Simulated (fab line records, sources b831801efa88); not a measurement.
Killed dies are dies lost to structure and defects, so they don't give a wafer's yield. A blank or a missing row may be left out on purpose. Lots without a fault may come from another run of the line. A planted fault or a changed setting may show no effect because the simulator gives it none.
Which tool did it? | flow gf180mcu | 14 lots, 42 wafers sampled, at 1 step of a route of 602

WHAT THE GAUGES READ, wafer by wafer
GF_STI_THK_MEAS_04. Usual: STI_CVD_03_THK 207.5 nm, standard deviation 2.1.
lot  | measured    | on            | STI_CVD_03_THK (nm) | flag
L845 | day 1 13:34 | film_metro-03 | 204.8 205.0 204.7   |
L846 | day 1 19:57 | film_metro-02 | 208.2 208.2 208.1   |
L847 | day 1 23:34 | film_metro-03 | 206.2 207.7 205.3   |
L849 | day 2 09:41 | film_metro-01 | 206.8 209.8 209.0   |
L850 | day 2 15:34 | film_metro-01 | 203.8 205.3 204.7   |
L851 | day 2 20:34 | film_metro-01 | 207.5 206.9 208.1   |
L852 | day 3 00:54 | film_metro-02 | 210.0 210.0 208.5   |
L861 | day 4 21:35 | film_metro-02 | 211.2 209.7 210.1   |
L862 | day 5 02:34 | film_metro-01 | 200.8 203.3 201.1   |
L863 | day 5 08:32 | film_metro-02 | 207.6 207.5 208.5   |
L864 | day 5 14:34 | film_metro-02 | 208.2 207.9 208.2   |
L865 | day 5 17:34 | film_metro-02 | 207.1 207.3 207.3   |
L866 | day 5 22:35 | film_metro-01 | 209.1 208.2 208.7   |
L868 | day 6 08:34 | film_metro-03 | 208.7 209.2 209.6   |

WHICH TOOL RAN EACH LOT (tool, then ch and the chambers of the sampled wafers, then the start)
The record holds no process step before these readings.

WHAT THE TOOLS THEMSELVES READ (means of the sampled wafers that have a number; where no wafer has one, the mark that the record gives instead)
The record holds no such reading with a usual standard deviation.

THE ANSWER, worked out from the rows above alone
Rule: a lot is off if the mean of its wafers that have a number lies more than 3 standard deviations from the usual mean. A lot without any number at a reading at which 4 lots or more have one is off too. The other lots that the step has rows for count as sound. The gauges are gone through in route order, then the tools' own readings, and for those a lot's mean is taken as printed above. The first step at which some lot is off is used, and at that step the reading that is off furthest; a lot without a number counts as furthest.
No lot is off at any reading shown: from this, nothing can be told.

WHAT THE SIMULATOR HAD PUT IN
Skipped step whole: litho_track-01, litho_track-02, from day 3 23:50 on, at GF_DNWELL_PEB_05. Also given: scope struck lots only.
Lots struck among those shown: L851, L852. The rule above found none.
